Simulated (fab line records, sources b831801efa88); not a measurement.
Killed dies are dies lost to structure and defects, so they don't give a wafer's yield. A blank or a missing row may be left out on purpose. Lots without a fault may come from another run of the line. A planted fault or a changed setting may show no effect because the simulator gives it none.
fab line records | flow sky130
record lots=5 wafers=15 last_day=49
route steps=708 shown VT_ADJUST_HVTP@92 VT_ADJUST_LVTN@97
lots that met no fault: from a run of the same line without faults
start_h: hours from the record's first day to the start of the lot's first wafer shown | wait_h: hours since the lot's step before | " the same as in the row above | L1.1+2: a row that stands for several wafers | - no value, or no start given | * or withheld: withheld | < > ~ a bound
route shown NAME@n: a module of which the file shows steps, and the number in the route of the first | usual: mean/standard deviation of fault-free wafers | same: alike in all rows | chamber/n: place in a boat | sites: the reading at each site | _std_site: their standard deviation | _edge_site: outer sites' mean less inner sites' | radius_mm: how far each site lies from the wafer's centre | mask NAME#n: copy n | behind: the tool/chamber that last shaped the wafer | hold: why the lot was held/for how many hours/how that ended | device: the transistor (n, p or np) that didn't switch | end of line: the same wafers' tests at the end of the route | a step without rows: its recipe alone | killed: dies lost to structure and defects at the first sort, not the wafer's yield | map: a wafer's dies, x killed, . not, _ none there
set.NAME: the setting as run; set.NAME@STEP: as run at that earlier step | model.NAME: the simulator's own value behind a step, which no gauge read
lots at some steps of the route; a table a step, a row a wafer
services: from which hour (start_h, from the record's first day; less than 0 if before it) a tool's chamber was out of use, for how many hours, and why
## steps
# step SKY_VT_ADJUST_HVTP_CD_MEAS_07
# recipe target_cd_nm=380
# usual cd_nm=379.0/2.5
# columns lot.wafer tool chamber start_h wait_h cd_nm
L074.1 cd_sem-02 - 121.74 0.1 382.1
L074.4 " - " " 381.6
L074.6 " - " " 382.5
L079.3 cd_sem-02 - 155.17 0.1 381.2
L079.4 " - " " 381.0
L079.5 " - " " 380.9
L082.1 cd_sem-01 - 169.98 0.1 380.3
L082.2 " - " " 381.1
L082.6 " - " " 381.5
L090.1 cd_sem-01 - 224.33 0.1 372.1
L090.2 " - " " 373.9
L090.3 " - " " 374.6
L093.1 cd_sem-01 - 244.78 0.1 384.3
L093.5 " - " " 382.2
L093.6 " - " " 380.1
# step SKY_VT_ADJUST_HVTP_OVL_MEAS_08
# usual VT_ADJUST_HVTP_OVL=1.4/1.7
# columns lot.wafer tool chamber start_h wait_h VT_ADJUST_HVTP_OVL[nm]
L074.1 overlay-01 - 121.86 0.1 2.4
L074.4 " - " " 5.5
L074.6 " - " " 6.1
L079.3 overlay-02 - 155.26 0.1 3.1
L079.4 " - " " 0.5
L079.5 " - " " 0.8
L082.1 overlay-02 - 170.10 0.1 0.4
L082.2 " - " " 0.8
L082.6 " - " " 1.5
L090.1 overlay-02 - 224.45 0.1 -0.5
L090.2 " - " " 1.3
L090.3 " - " " 0.8
L093.1 overlay-01 - 244.90 0.1 1.0
L093.5 " - " " 1.5
L093.6 " - " " 1.1
# step SKY_VT_ADJUST_HVTP_IMPLANT_09
# recipe species=As energy_kev=150 dose_cm2=4.3e+12 tilt_deg=withheld
# columns lot.wafer tool chamber start_h wait_h
L074.1+4+6 implanter-01 0 121.90 0.0
L079.3+4+5 implanter-03 0 155.33 0.1
L082.1+2+6 implanter-01 0 170.14 0.0
L090.1+2+3 implanter-01 0 224.48 0.0
L093.1+5+6 implanter-01 0 244.94 0.0
# step SKY_VT_ADJUST_HVTP_STRIP_10
# recipe chemistry=O2/N2 power_w=1400 pressure_mtorr=1500 platen_temp_c=withheld o2_flow_sccm=3000 n2_flow_sccm=300 overash_fraction=0.5
# usual drypump_motor_current_A=5.8/0.48 oes_product_au=0.716/0.0043 strip_time_to_endpoint_s=14.19/0.041
# columns lot.wafer tool chamber start_h wait_h drypump_motor_current_A oes_product_au rf_hours_counter_h strip_time_to_endpoint_s
L074.1 plasma_asher-03 0 122.05 0.1 6.5 0.724 31 14.24
L074.4 " 0 " " 6.5 0.717 - 14.22
L074.6 " 1 " " 5.9 0.713 - 14.22
L079.3 plasma_asher-03 1 155.47 0.1 5.9 0.718 - 14.18
L079.4 " 0 " " 6.5 0.713 - 14.21
L079.5 " 1 " " 5.9 0.721 - 14.18
L082.1 plasma_asher-01 0 170.29 0.1 5.4 0.719 46 14.24
L082.2 " 1 " " 5.9 0.712 46 14.20
L082.6 " 0 " " 5.4 0.714 - 14.17
L090.1 plasma_asher-03 0 224.63 0.1 6.4 0.711 41 14.21
L090.2 " 1 " " 5.9 0.717 41 14.23
L090.3 " 1 " " 6.0 0.719 - 14.20
L093.1 plasma_asher-03 1 245.09 0.1 6.0 0.715 43 14.17
L093.5 " 1 " " 5.9 0.719 - 14.19
L093.6 " 0 " " 6.5 0.712 - 14.14
# step SKY_VT_ADJUST_HVTP_TW_MEAS_11
# usual VT_ADJUST_HVTP_TW=1355/12
# columns lot.wafer tool chamber start_h wait_h VT_ADJUST_HVTP_TW
L074.1 film_metro-03 - 122.15 0.1 1354
L074.4 " - " " 1355
L074.6 " - " " 1351
L079.3 film_metro-02 - 155.55 0.1 1347
L079.4 " - " " 1348
L079.5 " - " " 1348
L082.1 film_metro-03 - 170.39 0.1 1344
L082.2 " - " " 1341
L082.6 " - " " 1343
L090.1 film_metro-04 - 224.73 0.1 1374
L090.2 " - " " 1364
L090.3 " - " " 1372
L093.1 film_metro-04 - 245.19 0.1 1366
L093.5 " - " " 1367
L093.6 " - " " 1370
# step SKY_VT_ADJUST_LVTN_DEHYDRATE_00
# recipe temp_c=200 time_s=60
# columns lot.wafer tool chamber start_h wait_h
L074.1+4+6 litho_track-04 0 131.18 9.0
L079.3+4+5 litho_track-04 0 164.83 9.3
L082.1+2+6 litho_track-03 0 180.03 9.6
L090.1+2+3 litho_track-02 0 236.05 11.3
L093.1+5+6 litho_track-03 0 256.48 11.3
# step SKY_VT_ADJUST_LVTN_HMDS_01
# recipe prime_time_s=60 prime_temp_c=120
# columns lot.wafer tool chamber start_h wait_h
L074.1+4+6 litho_track-04 0 131.33 0.1
L079.3+4+5 litho_track-04 0 164.98 0.1
L082.1+2+6 litho_track-03 0 180.18 0.1
L090.1+2+3 litho_track-02 0 236.20 0.1
L093.1+5+6 litho_track-03 0 256.63 0.1
# step SKY_VT_ADJUST_LVTN_COAT_02
# recipe spin_rpm=2000 resist_thk_nm=3000
# columns lot.wafer tool chamber start_h wait_h
L074.1+4+6 litho_track-04 0 131.48 0.1
L079.3+4+5 litho_track-04 0 165.13 0.1
L082.1+2+6 litho_track-03 0 180.33 0.1
L090.1+2+3 litho_track-02 0 236.35 0.1
L093.1+5+6 litho_track-03 0 256.78 0.1
# step SKY_VT_ADJUST_LVTN_SOFTBAKE_03
# recipe temp_c=110 time_s=withheld
# columns lot.wafer tool chamber start_h wait_h
L074.1+4+6 litho_track-04 0 131.63 0.1
L079.3+4+5 litho_track-04 0 165.29 0.1
L082.1+2+6 litho_track-03 0 180.48 0.1
L090.1+2+3 litho_track-02 0 236.50 0.1
L093.1+5+6 litho_track-03 0 256.93 0.1
# step SKY_VT_ADJUST_LVTN_EXPOSE_04
# recipe mask_id=NWM_COMPLEMENT_LESS_NATIVE na=0.6 source_shape=conventional sigma_outer=0.6 polarization=unpolarized target_cd_nm=840 dose_mj=194
# usual stage_vel_mm_s=499.94/0.27
# same na=0.6
# columns lot.wafer tool chamber start_h wait_h mask stage_vel_mm_s
L074.1 iline_stepper-01 0 - - NWM_COMPLEMENT_LESS_NATIVE#0 499.80
L074.4 " 0 " " NWM_COMPLEMENT_LESS_NATIVE#0 499.29
L074.6 " 0 " " NWM_COMPLEMENT_LESS_NATIVE#0 499.71
L079.3 iline_stepper-02 0 - - NWM_COMPLEMENT_LESS_NATIVE#0 499.81
L079.4 " 0 " " NWM_COMPLEMENT_LESS_NATIVE#0 499.87
L079.5 " 0 " " NWM_COMPLEMENT_LESS_NATIVE#0 499.85
L082.1 iline_stepper-02 0 - - NWM_COMPLEMENT_LESS_NATIVE#0 499.78
L082.2 " 0 " " NWM_COMPLEMENT_LESS_NATIVE#0 499.66
L082.6 " 0 " " NWM_COMPLEMENT_LESS_NATIVE#0 499.83
L090.1 iline_stepper-02 0 - - NWM_COMPLEMENT_LESS_NATIVE#0 499.81
L090.2 " 0 " " NWM_COMPLEMENT_LESS_NATIVE#0 500.21
L090.3 " 0 " " NWM_COMPLEMENT_LESS_NATIVE#0 499.89
L093.1 iline_stepper-01 0 - - NWM_COMPLEMENT_LESS_NATIVE#0 500.39
L093.5 " 0 " " NWM_COMPLEMENT_LESS_NATIVE#0 500.16
L093.6 " 0 " " NWM_COMPLEMENT_LESS_NATIVE#0 500.27
# step SKY_VT_ADJUST_LVTN_PEB_05
# recipe temp_c=115 time_s=withheld
# columns lot.wafer tool chamber start_h wait_h
L074.1+4+6 litho_track-04 0 - -
L079.3+4+5 litho_track-04 0 - -
L082.1+2+6 litho_track-04 0 - -
L090.1+2+3 litho_track-02 0 - -
L093.1+5+6 litho_track-02 0 - -
# step SKY_VT_ADJUST_LVTN_DEVELOP_06
# recipe wall_angle_deg=90 developer=TMAH develop_time_s=60 dev_temp_c=23
# same develop_time_s=60
# columns lot.wafer tool chamber start_h wait_h
L074.1+4+6 litho_track-04 0 - -
L079.3+4+5 litho_track-04 0 - -
L082.1+2+6 litho_track-04 0 - -
L090.1+2+3 litho_track-02 0 - -
L093.1+5+6 litho_track-02 0 - -
# step SKY_VT_ADJUST_LVTN_OVL_MEAS_07
# usual VT_ADJUST_LVTN_OVL=-0.4/1.3
# columns lot.wafer tool chamber start_h wait_h VT_ADJUST_LVTN_OVL[nm]
L074.1 overlay-02 - 140.88 - -2.3
L074.4 " - " " -0.8
L074.6 " - " " -2.9
L079.3 overlay-01 - 175.69 - 1.3
L079.4 " - " " 0.9
L079.5 " - " " 1.1
L082.1 overlay-01 - 190.88 - -0.2
L082.2 " - " " -0.3
L082.6 " - " " 0.4
L090.1 overlay-02 - 247.60 - -0.8
L090.2 " - " " -1.0
L090.3 " - " " -0.3
L093.1 overlay-01 - 269.20 - 0.1
L093.5 " - " " 0.1
L093.6 " - " " 0.1
# step SKY_VT_ADJUST_LVTN_IMPLANT_08
# recipe species=B energy_kev=30 dose_cm2=1.57e+12 tilt_deg=withheld
# columns lot.wafer tool chamber start_h wait_h
L074.1+4+6 implanter-04 0 140.91 0.0
L079.3+4+5 implanter-03 0 175.76 0.1
L082.1+2+6 implanter-03 0 190.91 0.0
L090.1+2+3 implanter-03 0 247.64 0.0
L093.1+5+6 implanter-02 0 269.24 0.0
# step SKY_VT_ADJUST_LVTN_STRIP_09
# recipe chemistry=O2/N2 power_w=1400 pressure_mtorr=1500 platen_temp_c=withheld o2_flow_sccm=3000 n2_flow_sccm=300 overash_fraction=0.5
# usual drypump_motor_current_A=5.8/0.43 oes_product_au=0.722/0.0043 strip_time_to_endpoint_s=36.96/0.095
# columns lot.wafer tool chamber start_h wait_h drypump_motor_current_A oes_product_au rf_hours_counter_h strip_time_to_endpoint_s
L074.1 plasma_asher-02 0 141.06 0.1 5.0 0.721 2 37.13
L074.4 " 1 " " 6.2 0.716 - 36.95
L074.6 " 0 " " 5.0 0.726 - 37.13
L079.3 plasma_asher-01 0 175.90 0.1 5.4 0.715 - 37.02
L079.4 " 1 " " 5.9 0.724 - 37.09
L079.5 " 1 " " 5.9 0.726 - 37.06
L082.1 plasma_asher-01 1 191.06 0.1 5.9 0.726 49 37.06
L082.2 " 0 " " 5.4 0.722 49 37.04
L082.6 " 1 " " 5.9 0.727 - 37.19
L090.1 plasma_asher-02 1 247.79 0.1 6.2 0.719 11 36.79
L090.2 " 0 " " 5.0 0.716 11 37.03
L090.3 " 1 " " 6.2 0.725 - 37.04
L093.1 plasma_asher-01 1 269.39 0.1 5.9 0.728 57 36.96
L093.5 " 0 " " 5.4 0.725 - 36.95
L093.6 " 1 " " 5.9 0.722 - 36.99
# step SKY_VT_ADJUST_LVTN_TW_MEAS_10
# usual VT_ADJUST_LVTN_TW=239.9/2.9
# columns lot.wafer tool chamber start_h wait_h VT_ADJUST_LVTN_TW
L074.1 film_metro-04 - 141.16 0.1 244.4
L074.4 " - " " 245.1
L074.6 " - " " 244.4
L079.3 film_metro-04 - 175.98 0.1 244.2
L079.4 " - " " 243.6
L079.5 " - " " 243.2
L082.1 film_metro-02 - 191.16 0.1 240.6
L082.2 " - " " 239.5
L082.6 " - " " 240.0
L090.1 film_metro-02 - 247.89 0.1 236.6
L090.2 " - " " 237.9
L090.3 " - " " 237.7
L093.1 film_metro-04 - 269.49 0.1 243.9
L093.5 " - " " 244.3
L093.6 " - " " 243.5
# step SKY_VT_ADJUST_LVTN_DEHYDRATE_11
# recipe temp_c=200 time_s=60
# columns lot.wafer tool chamber start_h wait_h
L074.1+4+6 litho_track-02 0 150.65 9.5
L079.3+4+5 litho_track-03 0 185.63 9.6
L082.1+2+6 litho_track-02 0 200.85 9.7
L090.1+2+3 litho_track-02 0 258.90 11.0
L093.1+5+6 litho_track-03 0 280.93 11.4
# step SKY_VT_ADJUST_LVTN_HMDS_12
# recipe prime_time_s=60 prime_temp_c=120
# columns lot.wafer tool chamber start_h wait_h
L074.1+4+6 litho_track-02 0 150.80 0.1
L079.3+4+5 litho_track-03 0 185.78 0.1
L082.1+2+6 litho_track-02 0 201.00 0.1
L090.1+2+3 litho_track-02 0 259.05 0.1
L093.1+5+6 litho_track-03 0 281.08 0.1
# step SKY_VT_ADJUST_LVTN_COAT_13
# recipe resist=NOVOLAK spin_rpm=3000 resist_thk_nm=1140
# columns lot.wafer tool chamber start_h wait_h
L074.1+4+6 litho_track-02 0 150.95 0.1
L079.3+4+5 litho_track-03 0 185.93 0.1
L082.1+2+6 litho_track-02 0 201.15 0.1
L090.1+2+3 litho_track-02 0 259.20 0.1
L093.1+5+6 litho_track-03 0 281.23 0.1
# step SKY_VT_ADJUST_LVTN_SOFTBAKE_14
# recipe temp_c=90 time_s=60 resist=NOVOLAK
# columns lot.wafer tool chamber start_h wait_h
L074.1+4+6 litho_track-02 0 151.10 0.1
L079.3+4+5 litho_track-03 0 186.08 0.1
L082.1+2+6 litho_track-02 0 201.30 0.1
L090.1+2+3 litho_track-02 0 259.35 0.1
L093.1+5+6 litho_track-03 0 281.38 0.1
# step SKY_VT_ADJUST_LVTN_EXPOSE_15
# recipe mask_id=HVN_STD_DERIVED na=0.6 source_shape=conventional sigma_outer=0.6 polarization=unpolarized target_cd_nm=600 dose_mj=163
# usual stage_vel_mm_s=500.03/0.25
# same na=0.6
# columns lot.wafer tool chamber start_h wait_h mask stage_vel_mm_s
L074.1 iline_stepper-01 0 - - HVN_STD_DERIVED#0 499.81
L074.4 " 0 " " HVN_STD_DERIVED#0 499.76
L074.6 " 0 " " HVN_STD_DERIVED#0 499.81
L079.3 iline_stepper-01 0 - - HVN_STD_DERIVED#0 500.34
L079.4 " 0 " " HVN_STD_DERIVED#0 500.01
L079.5 " 0 " " HVN_STD_DERIVED#0 500.29
L082.1 iline_stepper-02 0 - - HVN_STD_DERIVED#0 500.27
L082.2 " 0 " " HVN_STD_DERIVED#0 499.84
L082.6 " 0 " " HVN_STD_DERIVED#0 500.08
L090.1 iline_stepper-01 0 - - HVN_STD_DERIVED#0 499.75
L090.2 " 0 " " HVN_STD_DERIVED#0 500.38
L090.3 " 0 " " HVN_STD_DERIVED#0 499.90
L093.1 iline_stepper-01 0 - - HVN_STD_DERIVED#0 499.83
L093.5 " 0 " " HVN_STD_DERIVED#0 499.85
L093.6 " 0 " " HVN_STD_DERIVED#0 499.95
## services
# columns tool chamber start_h hours kind
plasma_asher-02 - 108.75 9.0 pm
plasma_asher-02 0 108.75 9.0 vent_cycle
plasma_asher-02 1 108.75 9.0 vent_cycle
iline_stepper-02 - 113.01 0.8 repair
plasma_asher-01 - 153.73 2.8 pm
iline_stepper-01 0 174.26 - calibration
plasma_asher-02 - 174.68 13.5 repair
implanter-02 - 176.85 4.9 pm
iline_stepper-02 0 181.34 - calibration
implanter-03 - 197.32 4.1 pm
implanter-03 - 202.75 4.6 pm
plasma_asher-03 - 207.40 0.8 repair
implanter-01 - 213.35 3.1 pm
implanter-01 - 219.02 1.4 repair
implanter-04 - 223.15 3.4 pm
implanter-02 - 227.14 3.2 repair
plasma_asher-03 - 242.10 1.5 repair
implanter-03 - 254.57 2.7 repair
iline_stepper-02 - 254.75 8.9 pm
implanter-03 - 261.07 2.7 repair
iline_stepper-02 - 263.64 2.1 pm
iline_stepper-02 - 265.73 - consumable_replace:lamp
iline_stepper-02 - 265.73 1.7 pm
plasma_asher-03 - 268.45 12.8 repair
## key
fault none
